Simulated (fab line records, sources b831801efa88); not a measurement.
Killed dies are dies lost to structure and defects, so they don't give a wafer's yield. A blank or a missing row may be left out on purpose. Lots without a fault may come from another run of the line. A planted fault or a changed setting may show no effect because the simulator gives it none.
Which tool did it? | flow gf180mcu | 7 lots, 21 wafers sampled, at 1 step of a route of 602

WHAT THE GAUGES READ, wafer by wafer
GF_M4_OVL_MEAS_15.
lot  | measured     | on         | M4_OVL (nm)
L753 | day 23 15:08 | overlay-01 | 7 -4 -12
L758 | day 25 16:23 | overlay-01 | -2 -4 -7
L761 | day 26 12:01 | overlay-02 | -9 -9 -15
L763 | day 27 10:15 | overlay-02 | -1 0 -2
L765 | day 28 12:19 | overlay-02 | 2 7 0
L769 | day 29 05:49 | overlay-01 | 2 3 8
L772 | day 30 01:01 | overlay-01 | -7 -7 2

WHICH TOOL RAN EACH LOT (tool, then ch and the chambers of the sampled wafers, then the start)
The record holds no process step before these readings.

THE ANSWER, worked out from the rows above alone
Rule: what is usual is taken from the lots themselves. Put in order of their means at a reading, lots are off if they are a third of the lots or fewer, leave a main group of 4 or more, and stand apart from it by a gap of 3 or more times the standard deviation of the main group's means; of several such gaps the widest counts. A main group whose means are all the same, to the digits that the tables above print for the reading, isn't used. A lot without any number at a reading at which 4 lots or more have one is off too. The other lots that the step has rows for count as sound.
No lot is off at any reading shown: from this, nothing can be told.

WHAT THE SIMULATOR HAD PUT IN
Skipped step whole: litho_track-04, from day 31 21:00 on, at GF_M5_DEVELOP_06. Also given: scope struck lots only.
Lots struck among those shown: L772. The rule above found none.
